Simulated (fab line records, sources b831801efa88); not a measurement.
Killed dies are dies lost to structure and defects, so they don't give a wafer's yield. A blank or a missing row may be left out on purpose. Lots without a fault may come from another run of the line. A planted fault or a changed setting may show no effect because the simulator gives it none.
Which tool did it? | flow gf180mcu | 11 lots, 33 wafers sampled, at 5 steps of a route of 602

WHAT THE GAUGES READ, wafer by wafer
GF_HV_LDD_TW_MEAS_50.
lot  | measured     | on            | HV_LDD_4_TW
L281 | day 12 21:02 | film_metro-04 | 578 579 581
L282 | day 12 23:24 | film_metro-04 | 580 579 579
L283 | day 13 11:20 | film_metro-02 | 572 569 574
L285 | day 13 20:56 | film_metro-01 | 552 554 556
L288 | day 14 15:56 | film_metro-02 | 574 576 575
L289 | day 15 03:33 | film_metro-04 | 578 579 582
L291 | day 15 23:20 | film_metro-01 | 551 549 549
L292 | day 16 03:57 | film_metro-01 | 550 548 552
L299 | day 18 09:30 | film_metro-04 | 580 584 580
L301 | day 19 03:15 | film_metro-04 | 578 579 581
L302 | day 19 12:56 | film_metro-01 | 549 549 546

GF_PSD_RS_MEAS_14: measures by four-point-probe.
lot  | measured     | on            | NSD_RS (ohm/sq)
L281 | day 14 18:34 | film_metro-02 | 46.07 46.12 46.11
L282 | day 14 19:59 | film_metro-04 | 46.15 46.14 46.06
L283 | day 15 07:41 | film_metro-02 | 46.11 46.00 46.05
L285 | day 15 19:08 | film_metro-03 | 46.15 46.05 46.04
L288 | day 16 15:11 | film_metro-03 | 46.15 46.23 46.11
L289 | day 17 03:49 | film_metro-03 | 46.11 46.07 46.10
L291 | day 18 01:11 | film_metro-03 | 46.17 46.08 46.05
L292 | day 18 06:13 | film_metro-04 | 46.03 46.05 46.06
L299 | day 20 13:25 | film_metro-04 | 46.07 46.05 46.08
L301 | day 21 07:32 | film_metro-03 | 43.93 43.97 44.06 43.96 43.88 43.96
L302 | day 21 16:47 | film_metro-02 | 43.83 43.99 43.99 43.80 43.89 43.94

GF_PSD_RS_MEAS_15: measures by four-point-probe.
lot  | measured     | on            | PSD_RS (ohm/sq)
L281 | day 14 18:41 | film_metro-02 | 108.58 108.56 108.44
L282 | day 14 20:07 | film_metro-04 | 108.82 108.69 108.53
L283 | day 15 07:49 | film_metro-02 | 107.91 108.28 108.36
L285 | day 15 19:16 | film_metro-03 | 108.70 108.38 108.42
L288 | day 16 15:19 | film_metro-03 | 108.41 108.47 108.38
L289 | day 17 03:56 | film_metro-03 | 108.41 108.63 108.50
L291 | day 18 01:19 | film_metro-03 | 108.36 108.53 108.05
L292 | day 18 06:20 | film_metro-04 | 108.28 108.41 108.46
L299 | day 20 13:32 | film_metro-04 | 108.40 108.79 108.64
L301 | day 21 11:18 | film_metro-03 | 101.82 101.99 101.99 101.90 102.18 102.28
L302 | day 21 21:09 | film_metro-02 | 101.58 102.09 101.67 101.61 102.01 101.73

WHICH TOOL RAN EACH LOT (tool, then ch and the chambers of the sampled wafers, then the start)
lot  | GF_HV_LDD_ETCHBACK_58              | GF_PSD_RTA_13
L281 | rie_diel-03 ch 0,1,2, day 12 23:56 | rtp_anneal-02 ch 0, day 14 18:28
L282 | rie_diel-03 ch 1,2,3, day 13 02:36 | rtp_anneal-01 ch 0, day 14 19:55
L283 | rie_diel-03 ch 1,2, day 13 14:14   | rtp_anneal-01 ch 0, day 15 07:36
L285 | rie_diel-02 ch 0,1,2, day 14 00:31 | rtp_anneal-01 ch 0, day 15 19:04
L288 | rie_diel-04 ch 0,1,2, day 14 18:48 | rtp_anneal-02 ch 0, day 16 15:06
L289 | rie_diel-02 ch 0,3, day 15 06:24   | rtp_anneal-01 ch 0, day 17 03:43
L291 | rie_diel-02 ch 0,1,3, day 16 02:53 | rtp_anneal-02 ch 0, day 18 01:06
L292 | rie_diel-03 ch 0,2, day 16 06:49   | rtp_anneal-01 ch 0, day 18 06:02
L299 | rie_diel-02 ch 1,2,3, day 18 12:26 | rtp_anneal-01 ch 0, day 20 13:20
L301 | rie_diel-04 ch 0,1,3, day 19 06:07 | rtp_anneal-02 ch 0, day 21 07:28
L302 | rie_diel-02 ch 1,2,3, day 19 16:19 | rtp_anneal-02 ch 0, day 21 16:43
- GF_HV_LDD_ETCHBACK_58: etches Si3N4 in CH3F/O2, stops on SiO2, time 100 s, target depth 90 nm.
- GF_PSD_RTA_13: time 20 s.

WHAT THE TOOLS THEMSELVES READ (means of the sampled wafers that have a number; where no wafer has one, the mark that the record gives instead)
GF_HV_LDD_ETCHBACK_58.
lot  | tool        | drypump_motor_current_A (A) | oes_product_au (a.u.) | throttle_valve_pct (%)
L281 | rie_diel-03 | 5.2                         | 0.840                 | 10.563
L282 | rie_diel-03 | 5.4                         | 0.848                 | 10.566
L283 | rie_diel-03 | 5.2                         | 0.840                 | 10.565
L285 | rie_diel-02 | 5.7                         | 0.845                 | 10.566
L288 | rie_diel-04 | 5.8                         | 0.844                 | 10.567
L289 | rie_diel-02 | 5.6                         | 0.852                 | 10.568
L291 | rie_diel-02 | 5.4                         | 0.838                 | 10.564
L292 | rie_diel-03 | 5.0                         | 0.830                 | 10.560
L299 | rie_diel-02 | 5.6                         | 0.848                 | 10.568
L301 | rie_diel-04 | 5.6                         | 0.841                 | 10.560
L302 | rie_diel-02 | 5.6                         | 0.856                 | 10.562

GF_PSD_RTA_13.
lot  | tool          | lamp_power_pct (%) | wafer_temp_C_max
L281 | rtp_anneal-02 | 33                 | 1030.8
L282 | rtp_anneal-01 | 26                 | 1030.1
L283 | rtp_anneal-01 | 26                 | 1029.3
L285 | rtp_anneal-01 | 26                 | 1030.9
L288 | rtp_anneal-02 | 33                 | 1031.6
L289 | rtp_anneal-01 | 26                 | 1029.1
L291 | rtp_anneal-02 | 33                 | 1031.2
L292 | rtp_anneal-01 | 26                 | 1028.8
L299 | rtp_anneal-01 | 26                 | 1029.7
L301 | rtp_anneal-02 | 35                 | 1030.9
L302 | rtp_anneal-02 | 35                 | 1031.3

THE ANSWER, worked out from the rows above alone
Rule: what is usual is taken from the lots themselves. Put in order of their means at a reading, lots are off if they are a third of the lots or fewer, leave a main group of 4 or more, and stand apart from it by a gap of 3 or more times the standard deviation of the main group's means; of several such gaps the widest counts. A main group whose means are all the same, to the digits that the tables above print for the reading, isn't used. A lot without any number at a reading at which 4 lots or more have one is off too. The other lots that the step has rows for count as sound. The gauges are gone through in route order, then the tools' own readings, and for those a lot's mean is taken as printed above. The first step at which some lot is off is used, and at that step the reading that is off furthest; a lot without a number counts as furthest.
Off: L301, L302, at GF_PSD_RS_MEAS_14 (NSD_RS). The main group: mean 46.09 ohm/sq, standard deviation 0.034.
A tool fits if, at a process step before that reading, it ran every lot that is off, and no sound lot after the first of them. The gauges at GF_PSD_RS_MEAS_14 are tried like those tools. One fits: rtp_anneal-02 at GF_PSD_RTA_13. Its last sound lot is L291 (day 18 01:06), its first lot that is off L301 (day 21 07:28): a fault that began between those two fits.

WHAT THE SIMULATOR HAD PUT IN
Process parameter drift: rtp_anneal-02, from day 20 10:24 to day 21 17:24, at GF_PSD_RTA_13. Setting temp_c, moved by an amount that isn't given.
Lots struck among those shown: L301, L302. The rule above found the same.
